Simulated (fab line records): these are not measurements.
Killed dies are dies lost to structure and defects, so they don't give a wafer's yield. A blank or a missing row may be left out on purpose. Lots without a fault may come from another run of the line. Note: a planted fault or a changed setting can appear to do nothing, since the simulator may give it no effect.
fab line records	flow gf180mcu
[record] lots = 14	wafers = 41	last-day = 35
route steps=602 shown VT_IMPLANT@131 HV_LDD@223 SAB@273 SALICIDE@283
lots untouched by any fault: they come from a run of this same line in which no faults occurred
start-h: hours from the record's first day to the start of the lot's first wafer shown	wait-h: how many hours have passed since the lot's step before this one	" the same as in the row above	L1.1+2: several wafers, shown together as one row	- value missing, or start not given	* or withheld: withheld	< > ~ a bound
route shown NAME@n: NAME is a module with steps in the file, n the number in the route of the first one	usual: average and standard deviation across the fault-free wafers	same: alike in all rows	chamber/n: place in a boat	sites: per-site readings	_std_site: standard deviation across them	_edge_site: mean of outer sites minus mean of inner sites	radius-mm: how far each site lies from the wafer's centre	mask NAME#n: copy n	behind: the last tool/chamber to shape the wafer	hold: reason for holding the lot/hours on hold/outcome of the hold	device: whichever transistor did not switch (one of n, p or np)	end of line: the route-end tests of the same wafers	a step given without rows: its recipe and nothing more	killed: not the wafer's yield, but the dies lost to structure and defects at the first sort	map: per-die view of a wafer (x killed, . not killed, _ where there is no die)
set.NAME: setting as actually run; set.NAME@STEP: the setting as run at that earlier step	model.NAME: the simulator's own value behind a step, which no gauge read
the route's steps for a sample of lots (tables are steps, rows are wafers)
services: when a tool's chamber went out of use (start-h, in hours from the record's first day, below 0 if earlier), for how many hours, and the reason
[[steps]]
[step GF_VT_IMPLANT_IMPLANT_41]
[recipe] species = As	energy-kev = 70	dose-cm2 = 1.013e+12	tilt-deg = 7
[usual] end-station-pressure-torr = 5.04e-06/2.6e-07
lot.wafer	tool	chamber	start-h	wait-h	end-station-pressure-torr
L329.3	implanter-02	0	157.73	0.1	5.25e-06
L329.4	"	0	"	"	4.94e-06
L329.5	"	0	"	"	4.9e-06
L330.1	implanter-01	0	166.88	0.0	4.92e-06
L330.2	"	0	"	"	4.5e-06
L330.4	"	0	"	"	4.93e-06
L331.1	implanter-02	0	178.88	0.0	4.73e-06
L331.3	"	0	"	"	4.75e-06
L331.4	"	0	"	"	4.71e-06
L333.3	implanter-03	0	186.69	0.1	5.11e-06
L333.4	"	0	"	"	5.07e-06
L333.5	"	0	"	"	5.16e-06
L334.4	implanter-01	0	191.21	0.1	4.89e-06
L334.5	"	0	"	"	5.34e-06
L334.6	"	0	"	"	4.93e-06
L335.2	implanter-03	0	204.27	0.0	5.15e-06
L335.3	"	0	"	"	4.91e-06
L335.6	"	0	"	"	5.26e-06
L336.1	implanter-03	0	209.49	0.0	4.79e-06
L336.2	"	0	"	"	5.16e-06
L336.6	"	0	"	"	5.28e-06
L338.1	implanter-02	0	223.24	0.0	4.54e-06
L338.2	"	0	"	"	5.01e-06
L338.6	"	0	"	"	5.23e-06
L339.1	implanter-01	0	229.43	0.0	5.06e-06
L339.2	"	0	"	"	5.5e-06
L339.3	"	0	"	"	5.07e-06
L341.1	implanter-02	0	243.42	0.0	5.62e-06
L341.2	"	0	"	"	5.35e-06
L341.4	"	0	"	"	5.45e-06
L342.3	implanter-01	0	249.32	0.1	5.29e-06
L342.5	"	0	"	"	5.02e-06
L346.1	implanter-02	0	274.52	0.0	5.11e-06
L346.2	"	0	"	"	5.19e-06
L346.5	"	0	"	"	5.29e-06
L347.1	implanter-02	0	282.23	0.0	5.2e-06
L347.5	"	0	"	"	4.88e-06
L347.6	"	0	"	"	4.29e-06
L351.1	implanter-01	0	315.69	0.0	4.94e-06
L351.4	"	0	"	"	4.99e-06
L351.5	"	0	"	"	5.34e-06
[step GF_VT_IMPLANT_TW_MEAS_43]
[usual] VT_IMPLANT_4_TW = 691/5.4
lot.wafer	tool	chamber	start-h	wait-h	hold	VT_IMPLANT_4_TW
L329.3	film-metro-03	-	157.95	0.1	-	691
L329.4	"	-	"	"	-	691
L329.5	"	-	"	"	-	688
L330.1	film-metro-02	-	167.13	0.1	-	701
L330.2	"	-	"	"	-	701
L330.4	"	-	"	"	-	701
L331.1	film-metro-01	-	179.13	0.1	-	694
L331.3	"	-	"	"	-	693
L331.4	"	-	"	"	-	695
L333.3	film-metro-01	-	186.91	0.1	-	695
L333.4	"	-	"	"	-	692
L333.5	"	-	"	"	-	693
L334.4	film-metro-01	-	191.41	0.1	-	696
L334.5	"	-	"	"	-	693
L334.6	"	-	"	"	-	693
L335.2	film-metro-03	-	204.50	0.1	-	690
L335.3	"	-	"	"	-	689
L335.6	"	-	"	"	-	689
L336.1	film-metro-03	-	209.74	0.1	-	685
L336.2	"	-	"	"	-	687
L336.6	"	-	"	"	-	687
L338.1	film-metro-03	-	223.49	0.1	-	687
L338.2	"	-	"	"	-	688
L338.6	"	-	"	"	-	689
L339.1	film-metro-03	-	229.68	0.1	-	689
L339.2	"	-	"	"	-	690
L339.3	"	-	"	"	-	687
L341.1	film-metro-03	-	243.67	0.1	-	683
L341.2	"	-	"	"	-	683
L341.4	"	-	"	"	-	685
L342.3	film-metro-02	-	249.54	0.1	-	698
L342.5	"	-	"	"	-	703
L346.1	film-metro-01	-	274.77	0.1	await-dispo/0.2h/release	620
L346.2	"	-	"	"	await-dispo/0.2h/release	624
L346.5	"	-	"	"	await-dispo/0.2h/release	623
L346.1	film-metro-01	-	275.00	0.2	-	622
L346.2	"	-	"	"	-	623
L346.5	"	-	"	"	-	623
L347.1	film-metro-02	-	282.48	0.1	await-dispo/0.2h/release	629
L347.5	"	-	"	"	await-dispo/0.2h/release	635
L347.6	"	-	"	"	await-dispo/0.2h/release	632
L347.1	film-metro-02	-	282.77	0.3	-	633
L347.5	"	-	"	"	-	631
L347.6	"	-	"	"	-	630
L351.1	film-metro-03	-	315.96	0.1	-	684
L351.4	"	-	"	"	-	687
L351.5	"	-	"	"	-	688
[step GF_HV_LDD_OVL_MEAS_47]
[usual] HV_LDD_03_OVL = -0.2/1.2
lot.wafer	tool	chamber	start-h	wait-h	HV_LDD_03_OVL[nm]
L329.3	overlay-01	-	274.92	0.1	1.2
L329.4	"	-	"	"	1.0
L329.5	"	-	"	"	0.5
L330.1	overlay-02	-	285.63	0.1	1.3
L330.2	"	-	"	"	0.8
L330.4	"	-	"	"	-0.5
L331.1	overlay-01	-	300.62	0.1	-2.5
L331.3	"	-	"	"	-1.6
L331.4	"	-	"	"	-2.6
L333.3	overlay-02	-	310.58	0.1	-0.2
L333.4	"	-	"	"	0.1
L333.5	"	-	"	"	-2.0
L334.4	overlay-01	-	317.42	0.1	0.6
L334.5	"	-	"	"	-1.0
L334.6	"	-	"	"	-2.8
L335.2	overlay-01	-	331.91	0.1	-1.0
L335.3	"	-	"	"	-1.1
L335.6	"	-	"	"	0.0
L336.1	overlay-01	-	339.41	0.1	0.2
L336.2	"	-	"	"	-0.3
L336.6	"	-	"	"	-1.5
L338.1	overlay-01	-	355.52	0.1	-0.3
L338.2	"	-	"	"	-1.1
L338.6	"	-	"	"	-0.5
L339.1	overlay-02	-	362.91	0.1	-0.4
L339.2	"	-	"	"	-1.1
L339.3	"	-	"	"	0.0
L341.1	overlay-02	-	379.24	0.1	0.6
L341.2	"	-	"	"	-0.1
L341.4	"	-	"	"	-0.1
L342.3	overlay-02	-	383.57	0.1	0.2
L342.5	"	-	"	"	0.7
L346.1	overlay-02	-	418.12	0.1	-1.0
L346.2	"	-	"	"	1.6
L346.5	"	-	"	"	-0.2
L347.1	overlay-01	-	428.12	0.1	0.0
L347.5	"	-	"	"	1.0
L347.6	"	-	"	"	-0.2
L351.1	overlay-02	-	465.23	0.1	1.7
L351.4	"	-	"	"	2.8
L351.5	"	-	"	"	0.5
[step GF_SAB_CD_MEAS_09]
[recipe] target-cd-nm = 420
[usual] cd-nm = 418.8/2.7
lot.wafer	tool	chamber	start-h	wait-h	cd-nm
L329.3	cd-sem-02	-	341.09	0.1	424.9
L329.4	"	-	"	"	424.6
L329.5	"	-	"	"	425.9
L330.1	cd-sem-02	-	353.01	0.1	419.0
L330.2	"	-	"	"	418.7
L330.4	"	-	"	"	418.0
L331.1	cd-sem-02	-	369.60	0.1	417.5
L331.3	"	-	"	"	419.5
L331.4	"	-	"	"	417.9
L333.3	cd-sem-01	-	381.78	0.1	419.1
L333.4	"	-	"	"	418.7
L333.5	"	-	"	"	419.0
L334.4	cd-sem-01	-	387.71	0.1	420.0
L334.5	"	-	"	"	417.9
L334.6	"	-	"	"	418.4
L335.2	cd-sem-02	-	405.07	0.1	417.0
L335.3	"	-	"	"	415.6
L335.6	"	-	"	"	417.8
L336.1	cd-sem-02	-	413.00	0.1	420.2
L336.2	"	-	"	"	417.8
L336.6	"	-	"	"	418.8
L338.1	cd-sem-02	-	429.99	0.1	416.6
L338.2	"	-	"	"	418.6
L338.6	"	-	"	"	419.1
L339.1	cd-sem-02	-	437.49	0.1	419.0
L339.2	"	-	"	"	416.1
L339.3	"	-	"	"	417.9
L341.1	cd-sem-02	-	455.70	0.1	415.9
L341.2	"	-	"	"	415.6
L341.4	"	-	"	"	416.8
L342.3	cd-sem-02	-	460.59	0.1	417.9
L342.5	"	-	"	"	421.8
L346.1	cd-sem-02	-	495.34	0.1	418.3
L346.2	"	-	"	"	420.4
L346.5	"	-	"	"	421.9
L347.1	cd-sem-01	-	505.14	0.1	416.4
L347.5	"	-	"	"	415.9
L347.6	"	-	"	"	419.2
L351.1	cd-sem-01	-	540.29	0.1	415.2
L351.4	"	-	"	"	416.8
L351.5	"	-	"	"	417.4
[step GF_SALICIDE_THK_MEAS_05]
[recipe] thk-meas-gauge = xrf	reads = TiN_of_SALICIDE_SPUTTER_03
[usual] SALICIDE_TIN_THK = 20.07/0.3
lot.wafer	tool	chamber	start-h	wait-h	SALICIDE_TIN_THK[nm]
L329.3	film-metro-03	-	341.74	0.1	20.39
L329.4	"	-	"	"	19.60
L329.5	"	-	"	"	19.78
L330.1	film-metro-03	-	353.71	0.1	20.99
L330.2	"	-	"	"	20.43
L330.4	"	-	"	"	20.46
L331.1	film-metro-01	-	370.31	0.1	20.22
L331.3	"	-	"	"	20.05
L331.4	"	-	"	"	20.00
L333.3	film-metro-03	-	382.43	0.1	20.61
L333.4	"	-	"	"	19.90
L333.5	"	-	"	"	20.56
L334.4	film-metro-01	-	388.35	0.1	20.34
L334.5	"	-	"	"	20.06
L334.6	"	-	"	"	20.09
L335.2	film-metro-04	-	405.77	0.1	20.27
L335.3	"	-	"	"	20.11
L335.6	"	-	"	"	20.35
L336.1	film-metro-01	-	413.72	0.1	19.82
L336.2	"	-	"	"	19.87
L336.6	"	-	"	"	19.95
L338.1	film-metro-01	-	430.66	0.1	20.21
L338.2	"	-	"	"	19.82
L338.6	"	-	"	"	19.96
L339.1	film-metro-01	-	438.18	0.1	19.60
L339.2	"	-	"	"	19.94
L339.3	"	-	"	"	19.66
L341.1	film-metro-04	-	456.38	0.1	19.82
L341.2	"	-	"	"	19.39
L341.4	"	-	"	"	19.61
L342.3	film-metro-01	-	461.25	0.1	19.69
L342.5	"	-	"	"	19.48
L346.1	film-metro-01	-	496.01	0.1	20.20
L346.2	"	-	"	"	20.29
L346.5	"	-	"	"	19.93
L347.1	film-metro-01	-	505.81	0.1	19.65
L347.5	"	-	"	"	19.72
L347.6	"	-	"	"	19.64
L351.1	film-metro-01	-	540.96	0.1	20.24
L351.4	"	-	"	"	20.14
L351.5	"	-	"	"	20.07
[[services]]
tool	chamber	start-h	hours	kind
implanter-02	-	148.07	2.7	repair
implanter-01	-	230.72	5.1	pm
implanter-01	-	242.23	3.4	repair
[[key]]
[first-sign] step = GF_VT_IMPLANT_TW_MEAS_43	reading = visit	direction = added
[effect] step = GF_VT_IMPLANT_TW_MEAS_43	reading = VT_IMPLANT_4_TW	direction = down	sigmas = 12	usual = 691	struck = 627
met-at GF_VT_IMPLANT_IMPLANT_41
struck-lots L346,L347
tester-left-out L346,L347
not-acting-at GF_HV_LDD_OVL_MEAS_47,GF_SAB_CD_MEAS_09,GF_SALICIDE_THK_MEAS_05
onset-between 243.42 274.52
[fault] kind = process-parameter-drift	tool = implanter-02	chamber = -	onset-h = 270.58	steps = GF_VT_IMPLANT_IMPLANT_41	channel = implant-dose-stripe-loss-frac	offset = 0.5	shape = step	end-h = 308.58
// tester-left-out: of these lots the tester's yield and bins aren't shown, on N5 and GAA mostly nor the transistor test; their killed dies are dies lost to structure and defects alone, not to doping, threshold or leakage, so they don't give the yield
